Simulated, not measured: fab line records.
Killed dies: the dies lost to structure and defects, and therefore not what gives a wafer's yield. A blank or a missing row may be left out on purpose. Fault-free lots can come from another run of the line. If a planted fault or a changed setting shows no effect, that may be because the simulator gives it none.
Which tool is to blame? :: flow gf180mcu :: 42 wafers from 14 lots sampled at 4 of the route's 602 steps

## WHAT THE GAUGES SHOWED, per wafer
GF_MVSD_OVL_MEAS_07.
lot: L218
measured: day 4 11:52
on: overlay-01
MVSD_OVL (nm): -4.1 -1.9 -1.1

lot: L219
measured: day 4 16:08
on: overlay-01
MVSD_OVL (nm): 0.2 -0.6 -0.1

lot: L221
measured: day 5 03:29
on: overlay-01
MVSD_OVL (nm): -1.3 -1.8 1.3

lot: L222
measured: day 5 10:52
on: overlay-02
MVSD_OVL (nm): -4.6 -3.0 -2.2

lot: L224
measured: day 5 21:41
on: overlay-02
MVSD_OVL (nm): -2.8 -1.9 -1.5

lot: L225
measured: day 6 04:14
on: overlay-01
MVSD_OVL (nm): 0.8 0.0 -2.2

lot: L226
measured: day 6 11:32
on: overlay-02
MVSD_OVL (nm): -2.0 -0.1 -1.0

lot: L227
measured: day 6 14:25
on: overlay-01
MVSD_OVL (nm): -1.1 -0.3 -2.8

lot: L229
measured: day 6 23:53
on: overlay-02
MVSD_OVL (nm): -1.0 -2.2 -1.1

lot: L237
measured: day 9 05:09
on: overlay-01
MVSD_OVL (nm): -0.4 -1.0 -0.5

lot: L238
measured: day 9 09:44
on: overlay-01
MVSD_OVL (nm): 0.2 2.2 -0.9

lot: L241
measured: day 9 22:58
on: overlay-01
MVSD_OVL (nm): -1.1 -3.4 -2.7

GF_SALICIDE_THK_MEAS_05: measures by xrf.
lot: L218
measured: day 15 00:17
on: filmMetro-04
SALICIDE_TIN_THK (nm): 19.99 19.79 19.78

lot: L219
measured: day 15 13:05
on: filmMetro-01
SALICIDE_TIN_THK (nm): 20.58 20.92 20.52

lot: L221
measured: day 16 05:31
on: filmMetro-01
SALICIDE_TIN_THK (nm): 20.05 20.26 20.60

lot: L222
measured: day 16 16:46
on: filmMetro-01
SALICIDE_TIN_THK (nm): 20.17 20.02 19.90

lot: L224
measured: day 17 09:14
on: filmMetro-01
SALICIDE_TIN_THK (nm): 20.42 19.97 20.63

lot: L225
measured: day 17 19:22
on: filmMetro-01
SALICIDE_TIN_THK (nm): 20.08 20.10 20.32

lot: L226
measured: day 18 01:28
on: filmMetro-04
SALICIDE_TIN_THK (nm): 20.23 20.44 20.39

lot: L227
measured: day 18 16:57
on: filmMetro-01
SALICIDE_TIN_THK (nm): 20.01 20.40 20.23

lot: L229
measured: day 18 21:52
on: filmMetro-04
SALICIDE_TIN_THK (nm): 20.10 20.01 20.30

lot: L237
measured: day 22 09:31
on: filmMetro-04
SALICIDE_TIN_THK (nm): 20.27 19.88 20.45

lot: L238
measured: day 22 08:55
on: filmMetro-04
SALICIDE_TIN_THK (nm): 20.11 19.97 19.98

lot: L241
measured: day 23 04:26
on: filmMetro-01
SALICIDE_TIN_THK (nm): 20.26 20.09 19.94

GF_CONTACT_THK_MEAS_01.
lot: L218
measured: day 15 00:41
on: filmMetro-01
CONTACT_CVD_00_THK (nm): 300 298 302

lot: L219
measured: day 15 13:29
on: filmMetro-02
CONTACT_CVD_00_THK (nm): 306 301 303

lot: L221
measured: day 16 05:54
on: filmMetro-01
CONTACT_CVD_00_THK (nm): 299 296 295

lot: L222
measured: day 16 17:10
on: filmMetro-03
CONTACT_CVD_00_THK (nm): 302 300 301

lot: L224
measured: day 17 09:44
on: filmMetro-01
CONTACT_CVD_00_THK (nm): 301 300 298

lot: L225
measured: day 17 19:46
on: filmMetro-02
CONTACT_CVD_00_THK (nm): 301 303 298

lot: L226
measured: day 18 01:52
on: filmMetro-01
CONTACT_CVD_00_THK (nm): 296 298 295

lot: L227
measured: day 18 17:21
on: filmMetro-01
CONTACT_CVD_00_THK (nm): 296 296 301

lot: L229
measured: day 18 22:16
on: filmMetro-02
CONTACT_CVD_00_THK (nm): 302 295 294

lot: L237
measured: day 22 09:55
on: filmMetro-01
CONTACT_CVD_00_THK (nm): 304 294 294

lot: L238
measured: day 22 09:19
on: filmMetro-03
CONTACT_CVD_00_THK (nm): 300 300 302

lot: L241
measured: day 23 04:50
on: filmMetro-03
CONTACT_CVD_00_THK (nm): 304 307 303

## WHICH TOOL RAN EACH LOT (tool, then ch and the chambers of the sampled wafers, then the start)
lot: L218
GF_STI_DEVELOP_11: lithoTrack-04 ch 0, day 2 02:01

lot: L219
GF_STI_DEVELOP_11: lithoTrack-02 ch 0, day 2 07:56

lot: L221
GF_STI_DEVELOP_11: lithoTrack-02 ch 0, day 2 17:29

lot: L222
GF_STI_DEVELOP_11: lithoTrack-03 ch 0, day 2 22:58

lot: L224
GF_STI_DEVELOP_11: lithoTrack-03 ch 0, day 3 09:31

lot: L225
GF_STI_DEVELOP_11: lithoTrack-02 ch 0, day 3 13:58

lot: L226
GF_STI_DEVELOP_11: lithoTrack-02 ch 0, day 3 19:50

lot: L227
GF_STI_DEVELOP_11: lithoTrack-04 ch 0, day 3 23:31

lot: L229
GF_STI_DEVELOP_11: lithoTrack-02 ch 0, day 4 09:20

lot: L232
GF_STI_DEVELOP_11: lithoTrack-03, day 5 02:01

lot: L233
GF_STI_DEVELOP_11: lithoTrack-04, day 5 06:50

lot: L237
GF_STI_DEVELOP_11: lithoTrack-04 ch 0, day 6 07:08

lot: L238
GF_STI_DEVELOP_11: lithoTrack-03 ch 0, day 6 10:09

lot: L241
GF_STI_DEVELOP_11: lithoTrack-04 ch 0, day 6 23:22
- GF_STI_DEVELOP_11: develop time 60 s.

## WHAT THE TOOLS THEMSELVES READ (means of the sampled wafers that have a number; where no wafer has one, the mark that the record gives instead)
GF_STI_DEVELOP_11.
lot: L218
tool: lithoTrack-04
chillPlateTempC (C): 22.83

lot: L219
tool: lithoTrack-02
chillPlateTempC (C): 23.02

lot: L221
tool: lithoTrack-02
chillPlateTempC (C): 22.87

lot: L222
tool: lithoTrack-03
chillPlateTempC (C): 23.13

lot: L224
tool: lithoTrack-03
chillPlateTempC (C): 22.97

lot: L225
tool: lithoTrack-02
chillPlateTempC (C): 23.01

lot: L226
tool: lithoTrack-02
chillPlateTempC (C): 22.99

lot: L227
tool: lithoTrack-04
chillPlateTempC (C): 23.02

lot: L229
tool: lithoTrack-02
chillPlateTempC (C): 22.88

lot: L232
tool: lithoTrack-03
chillPlateTempC (C): -

lot: L233
tool: lithoTrack-04
chillPlateTempC (C): -

lot: L237
tool: lithoTrack-04
chillPlateTempC (C): 22.96

lot: L238
tool: lithoTrack-03
chillPlateTempC (C): 22.89

lot: L241
tool: lithoTrack-04
chillPlateTempC (C): 22.99

## THE ANSWER, worked out from the rows above alone
Rule: the usual values come from the lots themselves. Put in order of their means at a reading, lots are off if they are a third of the lots or fewer, leave a main group of 4 or more, and stand apart from it by a gap of 3 or more times the standard deviation of the main group's means; of several such gaps the widest counts. Not used: any main group whose means are identical at the precision the tables above print for the reading. A lot without any number at a reading at which 4 lots or more have one is off too. Any other lot the step has rows for is counted as sound. Order of review: gauges by route order, followed by the tools' own readings, for which a lot's mean as printed above is used. The first step at which some lot is off is used, and at that step the reading that is off furthest; a lot without a number counts as furthest.
Off: L232, L233 (GF_STI_DEVELOP_11, chillPlateTempC). Without a number there: L232, L233. The main group: mean 22.96 C, standard deviation 0.08.
If a tool, at that step or one of the process steps before it, ran each lot that is off and ran no sound lot following the first of them, it fits. Of those tried, none fits.

## WHAT HAD BEEN PUT IN BY THE SIMULATOR
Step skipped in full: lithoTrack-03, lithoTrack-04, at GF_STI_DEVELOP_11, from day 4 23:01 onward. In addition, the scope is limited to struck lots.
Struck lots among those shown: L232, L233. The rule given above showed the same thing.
